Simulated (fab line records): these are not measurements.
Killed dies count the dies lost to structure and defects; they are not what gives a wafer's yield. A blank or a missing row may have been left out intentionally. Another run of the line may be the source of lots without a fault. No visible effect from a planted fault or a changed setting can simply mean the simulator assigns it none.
Which tool was responsible? / flow gf180mcu / 14 lots, 42 wafers sampled, at 4 steps of a route of 602

WHAT THE GAUGES SHOWED, per wafer
GF_STI_BOW_MEAS_00. Usual: INCOMING_BOW gives 0 um (standard deviation 6.8).
lot=L968; measured=day 1 10:01; on=film metro-04; INCOMING_BOW (um)=2 15 1; flag=
lot=L969; measured=day 1 15:02; on=film metro-04; INCOMING_BOW (um)=0 5 -2; flag=
lot=L970; measured=day 1 20:01; on=film metro-01; INCOMING_BOW (um)=5 -1 -7; flag=
lot=L971; measured=day 2 01:00; on=film metro-02; INCOMING_BOW (um)=-5 3 -6; flag=
lot=L973; measured=day 2 11:01; on=film metro-01; INCOMING_BOW (um)=10 -1 -7; flag=
lot=L974; measured=day 2 16:01; on=film metro-02; INCOMING_BOW (um)=-15 -1 -1; flag=
lot=L975; measured=day 2 21:00; on=film metro-04; INCOMING_BOW (um)=0 0 3; flag=
lot=L983; measured=day 4 13:00; on=film metro-01; INCOMING_BOW (um)=1 -7 -4; flag=
lot=L986; measured=day 5 04:02; on=film metro-01; INCOMING_BOW (um)=-12 10 -5; flag=
lot=L987; measured=day 5 09:02; on=film metro-01; INCOMING_BOW (um)=19 -15 -14; flag=
lot=L988; measured=day 5 14:00; on=film metro-01; INCOMING_BOW (um)=2 -5 2; flag=
lot=L989; measured=day 5 19:02; on=film metro-01; INCOMING_BOW (um)=11 -4 -2; flag=
lot=L990; measured=day 6 00:00; on=film metro-02; INCOMING_BOW (um)=0 -8 -14; flag=
lot=L991; measured=day 6 05:00; on=film metro-04; INCOMING_BOW (um)=-8 7 4; flag=

GF_VT_IMPLANT_OVL_MEAS_18. Usual: VT_IMPLANT_01_OVL gives 1.4 nm (standard deviation 1.2).
lot=L968; measured=day 6 07:34; on=overlay-01; VT_IMPLANT_01_OVL (nm)=0.5 2.6 -1.4; flag=
lot=L969; measured=day 6 13:29; on=overlay-01; VT_IMPLANT_01_OVL (nm)=1.7 3.5 1.4; flag=
lot=L970; measured=day 6 18:01; on=overlay-02; VT_IMPLANT_01_OVL (nm)=3.1 2.2 1.9; flag=
lot=L971; measured=day 7 05:53; on=overlay-01; VT_IMPLANT_01_OVL (nm)=1.7 1.2 2.1; flag=
lot=L973; measured=day 7 09:28; on=overlay-01; VT_IMPLANT_01_OVL (nm)=1.4 3.2 3.0; flag=
lot=L974; measured=day 7 19:25; on=overlay-01; VT_IMPLANT_01_OVL (nm)=0.5 1.1 0.2; flag=
lot=L975; measured=day 8 00:31; on=overlay-01; VT_IMPLANT_01_OVL (nm)=3.9 2.3 2.3; flag=
lot=L983; measured=day 10 03:40; on=overlay-02; VT_IMPLANT_01_OVL (nm)=2.2 1.8 1.0; flag=
lot=L986; measured=day 11 00:02; on=overlay-01; VT_IMPLANT_01_OVL (nm)=0.0 0.8 0.7; flag=
lot=L987; measured=day 11 04:17; on=overlay-02; VT_IMPLANT_01_OVL (nm)=0.5 2.3 0.3; flag=
lot=L988; measured=day 11 09:28; on=overlay-01; VT_IMPLANT_01_OVL (nm)=2.3 -0.1 1.4; flag=
lot=L989; measured=day 11 15:59; on=overlay-02; VT_IMPLANT_01_OVL (nm)=-0.2 0.8 1.1; flag=
lot=L990; measured=day 11 20:31; on=overlay-02; VT_IMPLANT_01_OVL (nm)=1.0 0.4 1.5; flag=
lot=L991; measured=day 12 06:25; on=overlay-02; VT_IMPLANT_01_OVL (nm)=0.7 0.9 2.5; flag=

GF_HV_LDD_CD_MEAS_31: the cd target is 400 nm. Usual: cd nm at 400.1 nm, with a standard deviation of 2.5.
lot=L968; measured=day 11 14:08; on=cd sem-02; cd nm (nm)=398.9 398.1 400.0; flag=
lot=L969; measured=day 12 05:52; on=cd sem-01; cd nm (nm)=399.0 400.6 398.3; flag=
lot=L970; measured=day 12 06:08; on=cd sem-02; cd nm (nm)=398.7 401.2 400.7; flag=
lot=L971; measured=day 12 21:46; on=cd sem-02; cd nm (nm)=398.6 400.9 401.6; flag=
lot=L973; measured=day 13 06:38; on=cd sem-02; cd nm (nm)=398.3 398.2 398.1; flag=
lot=L974; measured=day 13 17:50; on=cd sem-01; cd nm (nm)=403.8 405.5 404.6; flag=
lot=L975; measured=day 14 02:13; on=cd sem-01; cd nm (nm)=404.2 402.2 401.8; flag=
lot=L983; measured=day 16 06:37; on=cd sem-01; cd nm (nm)=399.0 397.4 399.5; flag=
lot=L986; measured=day 17 07:09; on=cd sem-02; cd nm (nm)=395.9 396.6 396.8; flag=
lot=L987; measured=day 17 13:28; on=cd sem-01; cd nm (nm)=400.4 401.0 400.5; flag=
lot=L988; measured=day 17 21:22; on=cd sem-02; cd nm (nm)=399.7 396.9 397.2; flag=
lot=L989; measured=day 18 04:16; on=cd sem-01; cd nm (nm)=397.6 398.2 397.8; flag=
lot=L990; measured=day 18 13:55; on=cd sem-02; cd nm (nm)=398.1 398.5 399.6; flag=
lot=L991; measured=day 19 01:49; on=cd sem-02; cd nm (nm)=399.3 402.4 401.7; flag=

WHICH TOOL RAN EACH LOT (tool, then ch and the chambers of the sampled wafers, then the start)
lot=L968; GF_VT_IMPLANT_IMPLANT_30=implanter-02 ch 0, day 6 23:20
lot=L969; GF_VT_IMPLANT_IMPLANT_30=implanter-02 ch 0, day 7 05:40
lot=L970; GF_VT_IMPLANT_IMPLANT_30=implanter-01 ch 0, day 7 09:17
lot=L971; GF_VT_IMPLANT_IMPLANT_30=implanter-02 ch 0, day 7 21:39
lot=L973; GF_VT_IMPLANT_IMPLANT_30=implanter-02 ch 0, day 8 01:14
lot=L974; GF_VT_IMPLANT_IMPLANT_30=implanter-02 ch 0, day 8 11:59
lot=L975; GF_VT_IMPLANT_IMPLANT_30=implanter-04 ch 0, day 8 18:00
lot=L983; GF_VT_IMPLANT_IMPLANT_30=implanter-04 ch 0, day 10 20:45
lot=L986; GF_VT_IMPLANT_IMPLANT_30=implanter-01 ch 0, day 11 17:52
lot=L987; GF_VT_IMPLANT_IMPLANT_30=implanter-04 ch 0, day 11 22:52
lot=L988; GF_VT_IMPLANT_IMPLANT_30=implanter-04 ch 0, day 12 04:22
lot=L989; GF_VT_IMPLANT_IMPLANT_30=implanter-01 ch 0, day 12 10:31
lot=L990; GF_VT_IMPLANT_IMPLANT_30=implanter-04 ch 0, day 12 16:25
lot=L991; GF_VT_IMPLANT_IMPLANT_30=implanter-01 ch 0, day 13 02:18
- GF_VT_IMPLANT_IMPLANT_30

AS READ BY THE TOOLS THEMSELVES (means over the sampled wafers that have a number; for cases with no such wafer, the mark the record gives instead)
GF_VT_IMPLANT_IMPLANT_30. Usual: tilt deg 6.998 degrees, standard deviation 0.02.
lot=L968; tool=implanter-02; tilt deg (degrees)=6.998; flag=
lot=L969; tool=implanter-02; tilt deg (degrees)=7.008; flag=
lot=L970; tool=implanter-01; tilt deg (degrees)=7.013; flag=
lot=L971; tool=implanter-02; tilt deg (degrees)=6.981; flag=
lot=L973; tool=implanter-02; tilt deg (degrees)=6.578; flag=OFF
lot=L974; tool=implanter-02; tilt deg (degrees)=6.568; flag=OFF
lot=L975; tool=implanter-04; tilt deg (degrees)=6.993; flag=
lot=L983; tool=implanter-04; tilt deg (degrees)=6.996; flag=
lot=L986; tool=implanter-01; tilt deg (degrees)=6.972; flag=
lot=L987; tool=implanter-04; tilt deg (degrees)=6.980; flag=
lot=L988; tool=implanter-04; tilt deg (degrees)=6.985; flag=
lot=L989; tool=implanter-01; tilt deg (degrees)=7.003; flag=
lot=L990; tool=implanter-04; tilt deg (degrees)=7.008; flag=
lot=L991; tool=implanter-01; tilt deg (degrees)=6.987; flag=

THE ANSWER, worked out from the rows above alone
Rule: take the mean of a lot's wafers that have a number; if it is more than 3 standard deviations from the usual mean, the lot is off. Also off: a lot with no number at a reading for which 4 or more lots have one. All remaining lots with rows at the step are treated as sound. First the gauges in route order, then the tools' own readings, where a lot's mean is used as printed above. At the first step where some lot is off, the reading lying furthest off is the one used; lots without a number count as furthest.
Off, at GF_VT_IMPLANT_IMPLANT_30 on tilt deg: L973, L974.
If a tool, at that step or one of the process steps before it, ran each lot that is off and ran no sound lot following the first of them, it fits. One fits: GF_VT_IMPLANT_IMPLANT_30 on implanter-02. A fault onset in the window from L971 (day 7 21:39, its last sound lot) to L973 (day 8 01:14, its first lot off) fits.
The tool's own readings at GF_VT_IMPLANT_IMPLANT_30 bear it out: on the lots that are off they differ by more than 5 times the standard deviation of the sound lots' means. tilt deg reads 6.573 degrees there against 6.994 degrees on the sound lots.

WHAT HAD BEEN PUT IN BY THE SIMULATOR
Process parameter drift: implanter-02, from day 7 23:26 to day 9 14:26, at GF_VT_IMPLANT_IMPLANT_30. Setting tilt deg, moved by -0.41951, from 7. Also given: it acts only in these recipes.
Lots struck among those shown: L973, L974. This agrees with what the rule above found.
